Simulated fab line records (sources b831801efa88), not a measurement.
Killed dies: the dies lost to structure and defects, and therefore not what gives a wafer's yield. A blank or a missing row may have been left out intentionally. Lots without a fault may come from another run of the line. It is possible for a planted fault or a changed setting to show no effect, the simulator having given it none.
Which tool was responsible? | flow sky130 | 33 wafers from 11 lots sampled at 5 of the route's 708 steps

## WHAT THE GAUGES SHOWED, per wafer
SKY_VIA4_THK_MEAS_01.
lot  | measured     | on            | VIA4_HDPCVD_THK (nm)
L658 | day 42 12:17 | film-metro-02 | 1730 1772 1758
L661 | day 43 05:25 | film-metro-03 | 1722 1743 1760
L662 | day 43 14:19 | film-metro-02 | 1773 1754 1734
L663 | day 43 20:01 | film-metro-03 | 1739 1763 1762
L666 | day 45 12:37 | film-metro-03 | 1745 1728 1727
L673 | day 46 15:13 | film-metro-03 | 1763 1789 2707 1761 1788 2707
L674 | day 46 18:40 | film-metro-01 | 1741 2718 2697 1741 2718 2697
L677 | day 47 05:33 | film-metro-02 | 1760 1761 1781
L678 | day 47 18:06 | film-metro-01 | 1767 1761 1754
L679 | day 47 23:53 | film-metro-03 | 1760 1769 1730
L681 | day 48 06:35 | film-metro-03 | 1773 1755 1768

## WHAT TOOL EACH LOT RAN ON (gives the tool, then ch and the chambers of the sampled wafers, and finally the start)
lot  | SKY_METAL3_SPUTTER_01        | SKY_CAPM_CVD_00                 | SKY_METAL3_METAL_ETCH_18          | SKY_VIA4_HDPCVD_00
L658 | pvd-sputter-01, day 37 00:44 | pecvd-01 ch 0,1, day 37 00:52   | rie-metal-02 ch 0,1, day 39 05:38 | hdpcvd-01 ch 0,2, day 42 12:06
L661 | pvd-sputter-03, day 37 18:57 | pecvd-02 ch 0,2, day 37 19:05   | rie-metal-04 ch 0,1, day 39 23:11 | hdpcvd-01 ch 0,2, day 43 05:14
L662 | pvd-sputter-03, day 38 06:41 | pecvd-04 ch 0,1,2, day 38 06:49 | rie-metal-02 ch 0,1, day 40 10:20 | hdpcvd-02 ch 0,1,2, day 43 14:04
L663 | pvd-sputter-01, day 38 13:19 | pecvd-04 ch 0,1,2, day 38 13:26 | rie-metal-02 ch 0,1, day 40 16:20 | hdpcvd-01 ch 0,1,2, day 43 19:49
L666 | pvd-sputter-01, day 40 09:10 | pecvd-04 ch 0,2, day 40 09:17   | rie-metal-01 ch 0,1, day 42 10:48 | hdpcvd-02 ch 0,1,2, day 45 12:26
L673 | pvd-sputter-04, day 41 14:46 | pecvd-02 ch 0,1,2, day 41 14:53 | rie-metal-02 ch 1, day 43 15:35   | hdpcvd-01 ch 0,1,2, day 46 15:01
L674 | pvd-sputter-03, day 41 19:28 | pecvd-01 ch 0,1,2, day 41 19:35 | rie-metal-01 ch 0,1, day 43 19:50 | hdpcvd-01 ch 0,2, day 46 18:28
L677 | pvd-sputter-01, day 42 08:08 | pecvd-02 ch 1, day 42 08:16     | rie-metal-04 ch 0,1, day 44 08:36 | hdpcvd-02 ch 0,1,2, day 47 05:22
L678 | pvd-sputter-01, day 42 23:31 | pecvd-01 ch 1,2, day 42 23:39   | rie-metal-04 ch 0,1, day 44 22:50 | hdpcvd-02 ch 0,1,2, day 47 17:55
L679 | pvd-sputter-04, day 43 05:07 | pecvd-04 ch 1,2, day 43 05:15   | rie-metal-04 ch 1, day 45 04:08   | hdpcvd-02 ch 0,1,2, day 47 23:42
L681 | pvd-sputter-01, day 43 13:41 | pecvd-02 ch 0,2, day 43 13:49   | rie-metal-01 ch 0,1, day 45 11:10 | hdpcvd-02 ch 0,1,2, day 48 06:25
- SKY_METAL3_SPUTTER_01: material TiN, target thk 20 nm, time 16.7 s.
- SKY_CAPM_CVD_00: deposits SiO2, target thk 15.5 nm.
- SKY_METAL3_METAL_ETCH_18: etches the open film in Cl2/BCl3, stops on SiO2, target depth 845 nm, time 183.1 s.
- SKY_VIA4_HDPCVD_00: deposits SiO2, target thk 1750 nm, time 291.7 s.

## THE ANSWER, worked out from the rows above alone
Rule: the lots themselves supply what counts as usual. The widest of any qualifying gaps counts: lots, ordered by their means at a reading, are off when they make up no more than a third of the lots, leave a main group of 4 or more, and stand apart from it by 3 or more times the standard deviation of that group's means. The tables above print the reading to a certain number of digits; a main group whose means all agree to those digits is not used. Also off: a lot with no number at a reading for which 4 or more lots have one. Where the step has rows for the other lots, those lots are counted as sound.
Off: L673, L674, at SKY_VIA4_THK_MEAS_01 (VIA4_HDPCVD_THK). Main group: mean 1754 nm, sd 10.
If a tool, at a process step before that reading, ran all the lots that are off and no sound lot after the first of them, it fits. The gauges at SKY_VIA4_THK_MEAS_01 are tried like those tools. One fits: SKY_VIA4_HDPCVD_00 on hdpcvd-01. Its last sound lot is L663 (day 43 19:49), its first lot that is off L673 (day 46 15:01): a fault that began between those two fits.

## WHAT THE SIMULATOR PUT IN
hdpcvd-01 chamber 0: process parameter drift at SKY_VIA4_HDPCVD_00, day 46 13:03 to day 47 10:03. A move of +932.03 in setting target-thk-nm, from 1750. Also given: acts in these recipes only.
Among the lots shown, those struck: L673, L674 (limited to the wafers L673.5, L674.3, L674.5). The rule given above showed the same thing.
